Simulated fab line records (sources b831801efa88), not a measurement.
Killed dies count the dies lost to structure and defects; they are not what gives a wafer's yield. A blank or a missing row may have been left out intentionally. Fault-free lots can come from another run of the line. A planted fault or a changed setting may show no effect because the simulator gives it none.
One fault seen from 2 desks -- flow sky130 -- what lay behind the numbers comes last; until then each desk has only its own

== THE METROLOGY DESK ==
What the gauges read for every lot (on any tool): the sampled wafers with a number, averaged. Any lot whose mean is over 4 standard deviations away from the usual mean is out of limits and marked OUT; that distance is given in the brackets.
Columns: A = VT_ADJUST_PCH_TW at SKY_VT_ADJUST_PCH_TW_MEAS_10, usual 142.5; B = POLY_GATE_CVD_00_THK at SKY_POLY_GATE_THK_MEAS_01, usual 180.3 nm
lot,first seen here,A,B
L327,day 10 07:27,143.6,181.1
L328,day 10 11:31,142.3,181.6
L329,day 10 22:11,142.3,180.3
L330,day 11 04:43,142.4,177.6
L331,day 11 09:46,143.9,180.5
L332,day 12 03:52,142.8,181.4
L336,day 13 06:07,142.1,180.9
L338,day 14 01:10,142.6,181.8
L339,day 14 08:58,142.2,179.7
L346,day 16 17:39,142.4,180.7
L348,day 17 02:24,142.4,179.2
L349,day 17 08:35,142.0,180.9
L350,day 17 18:31,143.3,183.7
This desk's verdict: no lot among the 13 shows anything out of limits.

== TOOL OWNER'S DESK, iline-stepper-01 ==
The tool's own readings at SKY_RES_PROTECT_EXPOSE_04 (exposes mask RPM, target cd 1270 nm): means of the sampled wafers that have a number, for each lot that ran on this tool. Any lot whose mean is over 4 standard deviations away from the usual mean is out of limits and marked OUT; that distance is given in the brackets.
Columns: A = exposure-dose-mJ-cm2 at SKY_RES_PROTECT_EXPOSE_04, usual 131.01
lot,first seen here,A
L327,day 14 11:32,131.04
L329,day 15 05:11,130.87
L330,day 15 12:38,131.09
L331,day 15 15:13,131.05
L332,day 16 15:29,130.88
L336,day 17 18:10,130.91
L338,day 18 17:10,130.98
L346,day 21 14:50,127.23 (-29) OUT
L349,day 22 07:37,127.17 (-30) OUT
L350,day 22 18:11,127.29 (-29) OUT
This desk's verdict: out of limits on L346, L349, L350, starting with L346 at day 21 14:50 (exposure-dose-mJ-cm2 at SKY_RES_PROTECT_EXPOSE_04). Within limits: L327, L329, L330, L331, L332, L336, L338.

== BROUGHT TOGETHER ==
The tool owner's desk had the chance to raise an alarm at day 21 14:50 on L346, L349, L350.
Metrology desk: nothing out of limits seen.
The metrology desk holds a record of L346, L349, L350, inside its limits.
Every lot named ran SKY_RES_PROTECT_EXPOSE_04 on iline-stepper-01.

== WHAT WAS PUT IN BY THE SIMULATOR ==
Drift in process parameters on iline-stepper-01 at SKY_RES_PROTECT_EXPOSE_04, starting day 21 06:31. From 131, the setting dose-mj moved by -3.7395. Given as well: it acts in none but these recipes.
Lots struck among those shown: L346, L349, L350.
Hours from the fault's start to each desk's first reading out of limits: the tool owner's desk, 8.
